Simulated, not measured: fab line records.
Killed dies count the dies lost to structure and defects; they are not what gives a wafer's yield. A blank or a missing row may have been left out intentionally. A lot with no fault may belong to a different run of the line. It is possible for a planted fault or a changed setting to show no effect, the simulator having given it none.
What tool caused it?	flow gf180mcu	13 lots with 39 wafers sampled at 5 steps, on a route of 602 steps

## WHAT EACH GAUGE READ, for each wafer
GF_SAB_CD_MEAS_09 targets a cd of 420 nm. Usual: cd_nm 420.2 nm, standard deviation 2.
lot	measured	on	cd_nm (nm)	flag
L280	day 15 01:04	cd_sem-02	419.5 418.6 419.6	
L281	day 15 13:54	cd_sem-01	420.4 419.7 418.8	
L282	day 15 23:00	cd_sem-01	421.7 419.9 421.5	
L283	day 16 03:32	cd_sem-02	418.5 418.3 419.2	
L284	day 16 15:08	cd_sem-01	419.2 420.2 417.7	
L285	day 17 05:43	cd_sem-01	416.5 417.4 417.7	
L286	day 17 15:50	cd_sem-02	420.7 419.0 418.9	
L287	day 17 19:23	cd_sem-01	421.2 422.3 419.4	
L288	day 18 00:41	cd_sem-02	415.8 414.7 415.6	
L289	day 18 12:49	cd_sem-02	419.6 418.6 419.8	
L290	day 18 20:05	cd_sem-01	419.4 417.1 419.5	
L291	day 19 00:17	cd_sem-02	422.2 425.7 422.5	
L295	day 20 13:49	cd_sem-02	484.2 481.9 483.6	OFF

GF_CONTACT_THK_MEAS_03. Usual: for CONTACT_CVD_02_THK the level is 862 nm and the standard deviation is 12.
lot	measured	on	CONTACT_CVD_02_THK (nm)	flag
L280	day 15 02:16	film_metro-03	866 863 881	
L281	day 15 15:05	film_metro-01	862 866 877	
L282	day 16 00:13	film_metro-03	865 878 870	
L283	day 16 04:46	film_metro-03	853 850 861	
L284	day 16 16:19	film_metro-01	873 874 884	
L285	day 17 06:54	film_metro-04	852 856 864	
L286	day 17 17:01	film_metro-01	856 864 867	
L287	day 17 20:34	film_metro-04	865 884 873	
L288	day 18 01:53	film_metro-03	865 864 885	
L289	day 18 14:01	film_metro-04	866 873 864	
L290	day 18 21:17	film_metro-01	852 865 883	
L291	day 19 01:31	film_metro-01	839 863 853	
L295	day 20 15:00	film_metro-01	842 858 865	

GF_V1_THK_MEAS_01. Usual: for V1_CVD_00_THK the level is 598 nm and the standard deviation is 8.9.
lot	measured	on	V1_CVD_00_THK (nm)	flag
L280	day 17 00:46	film_metro-03	583 594 591	
L281	day 17 12:47	film_metro-04	591 581 593	
L282	day 18 02:05	film_metro-02	615 604 591	
L283	day 18 05:29	film_metro-04	602 590 594	
L284	day 18 21:19	film_metro-03	598 606 587	
L285	day 19 08:23	film_metro-02	599 596 593	
L286	day 19 18:56	film_metro-03	598 600 586	
L287	day 19 23:50	film_metro-03	597 588 585	
L288	day 20 05:28	film_metro-02	588 592 589	
L289	day 20 16:53	film_metro-03	594 587 583	
L290	day 21 00:10	film_metro-02	606 604 592	
L291	day 21 05:06	film_metro-02	598 595 594	
L295	day 22 16:36	film_metro-04	606 603 598	

GF_V1_BOW_MEAS_05. Usual: for V1_BOW the level is 81 um and the standard deviation is 7.3.
lot	measured	on	V1_BOW (um)	flag
L280	day 17 03:26	film_metro-04	87 81 84	
L281	day 17 13:19	film_metro-04	77 79 85	
L282	day 18 02:39	film_metro-04	76 93 81	
L283	day 18 05:59	film_metro-02	81 84 100	
L284	day 18 21:59	film_metro-02	69 78 90	
L285	day 19 08:55	film_metro-03	69 83 90	
L286	day 19 19:26	film_metro-04	71 77 76	
L287	day 20 00:20	film_metro-02	74 72 81	
L288	day 20 05:57	film_metro-02	86 92 76	
L289	day 20 17:24	film_metro-04	83 86 89	
L290	day 21 00:41	film_metro-02	87 81 76	
L291	day 21 05:35	film_metro-02	84 89 82	
L295	day 22 17:07	film_metro-03	80 86 85	

## EACH LOT AND THE TOOL THAT RAN IT (in order: tool; ch and the chambers of the sampled wafers; start)
lot	GF_SAB_EXPOSE_06
L280	iline_stepper-01 ch 0, day 14 15:45
L281	iline_stepper-02 ch 0, day 15 03:24
L282	iline_stepper-02 ch 0, day 15 12:12
L283	iline_stepper-02 ch 0, day 15 17:54
L284	iline_stepper-01 ch 0, day 16 03:49
L285	iline_stepper-01 ch 0, day 16 20:52
L286	iline_stepper-02 ch 0, day 17 04:46
L287	iline_stepper-01 ch 0, day 17 07:36
L288	iline_stepper-01 ch 0, day 17 14:14
L289	iline_stepper-02 ch 0, day 18 01:34
L290	iline_stepper-02 ch 0, day 18 08:02
L291	iline_stepper-02 ch 0, day 18 12:03
L295	iline_stepper-01 ch 0, day 20 02:32
- GF_SAB_EXPOSE_06: exposes mask SAB, target cd 420 nm.

## WHAT THE TOOLS THEMSELVES READ (means of the sampled wafers that have a number; where no wafer has one, the mark that the record gives instead)
GF_SAB_EXPOSE_06. Usual: focus_offset_nm 0.0 nm, standard deviation 0.49.
lot	tool	focus_offset_nm (nm)	flag
L280	iline_stepper-01	0.3	
L281	iline_stepper-02	-0.4	
L282	iline_stepper-02	0.0	
L283	iline_stepper-02	0.6	
L284	iline_stepper-01	0.6	
L285	iline_stepper-01	-0.0	
L286	iline_stepper-02	-0.5	
L287	iline_stepper-01	-0.3	
L288	iline_stepper-01	-0.1	
L289	iline_stepper-02	0.4	
L290	iline_stepper-02	-0.1	
L291	iline_stepper-02	0.4	
L295	iline_stepper-01	-0.5	

## THE ANSWER, worked out from the rows above alone
Rule: lot off if the mean of its wafers having a number is beyond 3 standard deviations from the usual mean. A lot without any number at a reading at which 4 lots or more have one is off too. All remaining lots with rows at the step are treated as sound. After the gauges, taken in route order, come the tools' own readings; for these a lot's mean is taken, as printed above. The first step at which some lot is off is used, and at that step the reading that is off furthest; a lot without a number counts as furthest.
Off at GF_SAB_CD_MEAS_09 (cd_nm): L295.
A tool fits if, at a process step before that reading, it ran every lot that is off, and no sound lot after the first of them. The gauges at GF_SAB_CD_MEAS_09 are tried like those tools. This does not decide it: 2 tools fit, namely iline_stepper-01 at GF_SAB_EXPOSE_06 and cd_sem-02 at GF_SAB_CD_MEAS_09.

## WHAT HAD BEEN PUT IN BY THE SIMULATOR
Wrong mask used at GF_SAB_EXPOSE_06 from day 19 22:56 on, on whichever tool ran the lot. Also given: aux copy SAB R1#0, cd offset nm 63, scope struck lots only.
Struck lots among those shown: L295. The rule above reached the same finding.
